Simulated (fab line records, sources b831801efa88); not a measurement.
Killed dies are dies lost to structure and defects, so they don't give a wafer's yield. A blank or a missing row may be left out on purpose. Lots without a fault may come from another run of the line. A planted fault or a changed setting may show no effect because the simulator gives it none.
Which tool did it? | flow sky130 | 11 lots, 33 wafers sampled, at 4 steps of a route of 708

WHAT THE GAUGES READ, wafer by wafer
SKY_LI_CONTACT_THK_MEAS_01.
lot  | measured     | on            | LI_CONTACT_HDPCVD_THK (nm)
L988 | day 28 16:59 | film_metro-02 | 904 916 908
L991 | day 29 17:49 | film_metro-01 | 933 932 934
L994 | day 30 22:07 | film_metro-01 | 698 723 716
L996 | day 31 20:14 | film_metro-03 | 728 731 729
L997 | day 32 08:58 | film_metro-01 | 725 725 721
L998 | day 32 15:34 | film_metro-02 | 735 720 735
L101 | day 33 22:01 | film_metro-03 | 928 936 924
L103 | day 33 23:17 | film_metro-01 | 915 926 928
L104 | day 34 07:46 | film_metro-01 | 930 933 925
L106 | day 34 14:55 | film_metro-03 | 907 925 921
L109 | day 35 14:03 | film_metro-01 | 931 937 920

SKY_LI_CONTACT_OVL_MEAS_13.
lot  | measured     | on         | LI_CONTACT_OVL (nm)
L988 | day 29 20:28 | overlay-01 | 4 -2 -1
L991 | day 30 22:26 | overlay-02 | -12 -15 -2
L994 | day 32 01:51 | overlay-01 | -2 -4 -9
L996 | day 32 23:46 | overlay-02 | -5 -3 -7
L997 | day 33 12:40 | overlay-01 | -4 -4 -4
L998 | day 33 18:59 | overlay-01 | -8 -2 -9
L101 | day 35 01:50 | overlay-02 | -4 -3 -1
L103 | day 35 02:12 | overlay-01 | -5 2 0
L104 | day 35 10:40 | overlay-02 | 2 0 4
L106 | day 35 18:01 | overlay-02 | 0 3 0
L109 | day 36 16:06 | overlay-02 | 7 3 3

WHICH TOOL RAN EACH LOT (tool, then ch and the chambers of the sampled wafers, then the start)
lot  | SKY_LI_CONTACT_HDPCVD_00         | SKY_LI_CONTACT_CMP_02
L988 | hdpcvd-02 ch 0,2, day 28 16:53   | cmp-02 ch 1,3, day 28 17:06
L991 | hdpcvd-02 ch 1,2, day 29 17:40   | cmp-01 ch 0,1,3, day 29 17:59
L994 | hdpcvd-02 ch 1,2, day 30 22:01   | cmp-01 ch 1,2, day 30 22:13
L996 | hdpcvd-02 ch 0,1,2, day 31 20:08 | cmp-02 ch 0,1, day 31 20:21
L997 | hdpcvd-02 ch 1,2, day 32 08:50   | cmp-01 ch 0,2,3, day 32 09:06
L998 | hdpcvd-02 ch 0,1, day 32 15:28   | cmp-02 ch 1,3, day 32 15:41
L101 | hdpcvd-01 ch 0,1, day 33 21:55   | cmp-01 ch 0,3, day 33 22:34
L103 | hdpcvd-01 ch 0,1,2, day 33 23:05 | cmp-01 ch 0,1, day 33 23:20
L104 | hdpcvd-01 ch 0,1,2, day 34 07:40 | cmp-02 ch 0,2,3, day 34 07:49
L106 | hdpcvd-01 ch 0,1,2, day 34 14:47 | cmp-02 ch 0,1,2, day 34 15:03
L109 | hdpcvd-01 ch 0,1, day 35 13:56   | cmp-02 ch 0,3, day 35 14:06
- SKY_LI_CONTACT_HDPCVD_00: deposits PSG, target thk 930 nm, time 155 s.
- SKY_LI_CONTACT_CMP_02: polishes PSG.

WHAT THE TOOLS THEMSELVES READ (means of the sampled wafers that have a number; where no wafer has one, the mark that the record gives instead)
SKY_LI_CONTACT_HDPCVD_00.
lot  | tool      | pressure_mtorr (mTorr) | susceptor_temp_C (C)
L988 | hdpcvd-02 | 6.005                  | 600.04
L991 | hdpcvd-02 | 5.994                  | 599.85
L994 | hdpcvd-02 | 5.999                  | 599.79
L996 | hdpcvd-02 | 6.004                  | 600.03
L997 | hdpcvd-02 | 5.991                  | 600.32
L998 | hdpcvd-02 | 5.990                  | 599.57
L101 | hdpcvd-01 | 5.994                  | 599.87
L103 | hdpcvd-01 | 5.993                  | 599.94
L104 | hdpcvd-01 | 5.979                  | 600.24
L106 | hdpcvd-01 | 5.995                  | 600.00
L109 | hdpcvd-01 | 6.006                  | 600.07

SKY_LI_CONTACT_CMP_02.
lot  | tool   | edge_zone_pressure_frac | motor_current_A (A) | slurry_filter_dp_kPa (kPa) | slurry_flow_ml_min | time_to_endpoint_s (s)
L988 | cmp-02 | 1.005                   | 11.8                | 13.35                      | 150.3              | 32.2
L991 | cmp-01 | 1.001                   | 10.9                | 13.49                      | 150.4              | 28.8
L994 | cmp-01 | 1.000                   | 11.4                | 13.51                      | 150.4              | 29.0
L996 | cmp-02 | 1.000                   | 11.4                | 13.40                      | 150.1              | 32.0
L997 | cmp-01 | 0.997                   | 10.1                | 13.63                      | 150.1              | 32.2
L998 | cmp-02 | 0.999                   | 11.4                | 13.28                      | 149.8              | 34.7
L101 | cmp-01 | 1.000                   | 9.7                 | 13.44                      | 149.6              | 35.8
L103 | cmp-01 | 0.997                   | 11.7                | 13.45                      | 149.5              | 32.8
L104 | cmp-02 | 0.998                   | 10.8                | 13.37                      | 150.0              | 31.9
L106 | cmp-02 | 1.000                   | 11.6                | 13.57                      | 150.5              | 33.4
L109 | cmp-02 | 0.998                   | 10.7                | 13.52                      | 150.7              | 35.2

THE ANSWER, worked out from the rows above alone
Rule: what is usual is taken from the lots themselves. Put in order of their means at a reading, lots are off if they are a third of the lots or fewer, leave a main group of 4 or more, and stand apart from it by a gap of 3 or more times the standard deviation of the main group's means; of several such gaps the widest counts. A main group whose means are all the same, to the digits that the tables above print for the reading, isn't used. A lot without any number at a reading at which 4 lots or more have one is off too. The other lots that the step has rows for count as sound. The gauges are gone through in route order, then the tools' own readings, and for those a lot's mean is taken as printed above. The first step at which some lot is off is used, and at that step the reading that is off furthest; a lot without a number counts as furthest.
No lot is off at any reading shown: from this, nothing can be told.

WHAT THE SIMULATOR HAD PUT IN
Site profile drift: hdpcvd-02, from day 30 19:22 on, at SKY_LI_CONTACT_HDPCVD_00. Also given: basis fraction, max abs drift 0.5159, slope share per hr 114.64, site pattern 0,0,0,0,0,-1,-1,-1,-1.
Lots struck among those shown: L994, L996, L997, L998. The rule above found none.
